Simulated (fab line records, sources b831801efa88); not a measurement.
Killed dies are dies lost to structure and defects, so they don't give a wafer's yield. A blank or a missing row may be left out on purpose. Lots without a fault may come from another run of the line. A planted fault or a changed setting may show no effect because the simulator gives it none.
Which tool did it? | flow gf180mcu | 6 lots, 18 wafers sampled, at 2 steps of a route of 602

WHAT THE GAUGES READ, wafer by wafer
GF_PSD_RS_MEAS_14: measures by four-point-probe.
lot  | measured     | on            | NSD_RS (ohm/sq)
L699 | day 15 02:03 | film_metro-01 | 46.50 46.52 46.63
L702 | day 16 08:33 | film_metro-04 | 46.50 46.72 46.57
L706 | day 17 18:58 | film_metro-02 | 46.57 46.58 46.57
L709 | day 18 21:04 | film_metro-01 | 46.54 46.57 46.45
L716 | day 21 07:53 | film_metro-04 | 46.62 46.54 46.58
L718 | day 21 21:20 | film_metro-02 | 46.56 46.64 46.63

WHICH TOOL RAN EACH LOT (tool, then ch and the chambers of the sampled wafers, then the start)
lot  | GF_PSD_RTA_13
L699 | rtp_anneal-01 ch 0, day 15 01:55
L702 | rtp_anneal-02 ch 0, day 16 08:28
L706 | rtp_anneal-01 ch 0, day 17 18:53
L709 | rtp_anneal-01 ch 0, day 18 20:59
L716 | rtp_anneal-02 ch 0, day 21 07:47
L718 | rtp_anneal-02 ch 0, day 21 21:15
- GF_PSD_RTA_13: time 20 s.

THE ANSWER, worked out from the rows above alone
Rule: what is usual is taken from the lots themselves. Put in order of their means at a reading, lots are off if they are a third of the lots or fewer, leave a main group of 4 or more, and stand apart from it by a gap of 3 or more times the standard deviation of the main group's means; of several such gaps the widest counts. A main group whose means are all the same, to the digits that the tables above print for the reading, isn't used. A lot without any number at a reading at which 4 lots or more have one is off too. The other lots that the step has rows for count as sound.
No lot is off at any reading shown: from this, nothing can be told.

WHAT THE SIMULATOR HAD PUT IN
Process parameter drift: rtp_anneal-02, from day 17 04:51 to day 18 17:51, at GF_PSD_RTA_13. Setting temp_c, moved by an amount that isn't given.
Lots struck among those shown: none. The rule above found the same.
